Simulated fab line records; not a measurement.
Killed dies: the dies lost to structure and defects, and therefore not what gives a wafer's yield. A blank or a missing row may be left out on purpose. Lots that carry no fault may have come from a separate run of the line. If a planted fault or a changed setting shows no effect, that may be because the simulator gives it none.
Problem report, 8D (eight disciplines) form, completed by code -- flow gf180mcu -- the parts of the form that need people (team, actions taken, sign-off) are left out

1. WHAT WENT WRONG
Wafers with no fault read 15.000 s with a standard deviation of 0.0092, whereas overpolish_run_s at GF_V3_CMP_26 reads a mean of 0.043 s on 1 wafer of 1 lot. So: -99 or more standard deviations from the usual mean.
The step: polishes, stops on SiO2, t overpolish 15 s, target thk 0 nm.
The first sign was on wafer L968.2 at day 28 02:05, on cmp-01. Wafers with a number at this step in the record: 39, from 13 lots. Rule for "out" (also "out of limits"): further than 4 standard deviations from the usual mean. The other wafers with a number count as sound.

2. WHAT IT IS; WHAT IT IS NOT
question,is,is not
which readings at this step,"overpolish_run_s, time_to_endpoint_s",motor_current_A
which lots,L968,"L952, L953, L954, L955, L956, L958, L960, L970, L971, L972, L973, L974"
which wafers of those lots,L968.2,"L968.1, L968.5"
read on which tools,cmp-01,cmp-02
when,from day 28 02:05,"up to then (23 sound wafers); but 15 sound wafers of L970, L971, L972, L973, L974 came after"

3. WHAT RULES OUT EACH SUSPECT
Counting: any tool at a process step up to the reading remains a suspect provided it ran every lot that is out. Sound lots after the first of them don't rule it out here, since some wafers of a struck lot are sound.
- cmp-01 at GF_V3_CMP_26 (polishes, stops on SiO2, t overpolish 15 s, target thk 0 nm): kept. The lot that is out, L968, ran on it at day 28 02:05; the last sound lot it ran before that was L960, at day 25 13:59. Its own readings are out on those wafers: overpolish_run_s, time_to_endpoint_s.
- Within cmp-01 at GF_V3_CMP_26, the wafers that are out were processed in chamber 1 and their sound lot-mates in chamber 2.
Left after counting: cmp-01 at GF_V3_CMP_26.

4. THE CAUSE (what the simulator had put in)
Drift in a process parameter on cmp-01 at GF_V3_CMP_26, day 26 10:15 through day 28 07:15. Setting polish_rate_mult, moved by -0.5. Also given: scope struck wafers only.
This tool alone remained once counting was done.

5. THE EFFECT CHAIN, in route order
Rows list readings where the struck wafers' mean (over those with a number) sits beyond 3 standard deviations from the usual. Readings are gone through only where the record gives a usual standard deviation; hours: the median, over the lots, of the time from a lot's start at the first step in this table giving one to that lot's start at this step; sigmas: the change measured in usual standard deviations.
hours,step,reading,usual,on struck wafers,change,sigmas
0,GF_V3_CMP_26,overpolish_run_s,15.000 s,0.043,-14.957,-99 or more
0,GF_V3_CMP_26,time_to_endpoint_s,83 s,128,+45,+7.6
135,GF_PASSIVATION_PROBE_99,defect_limited_yield,90.3 %,0.0,-90.3,-64
135,GF_PASSIVATION_PROBE_99,killed_at_M0_to_M3,21,469,+448,+91
135,GF_PASSIVATION_PROBE_99,killed_dies,48,492,+444,+63
135,GF_PASSIVATION_PROBE_99,killed_on_rim,9.1,96.0,+86.9,+31
135,GF_PASSIVATION_PROBE_99,sort_bin_3_pad_short,0.45 %,92.07,+91.62,+99 or more
135,GF_PASSIVATION_PROBE_99,sort_n_pass,444,0,-444,-63
135,GF_PASSIVATION_PROBE_99,sort_yield_pct,90.3 %,0.0,-90.3,-64
The process steps in it:
- GF_V3_CMP_26: polishes, stops on SiO2, t overpolish 15 s, target thk 0 nm.
- GF_PASSIVATION_PROBE_99

6. HOW IT WOULD HAVE BEEN CAUGHT EARLIER
In this record no reading fell out of limits until day 28 02:05, 40 hours after the fault had begun at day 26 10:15.
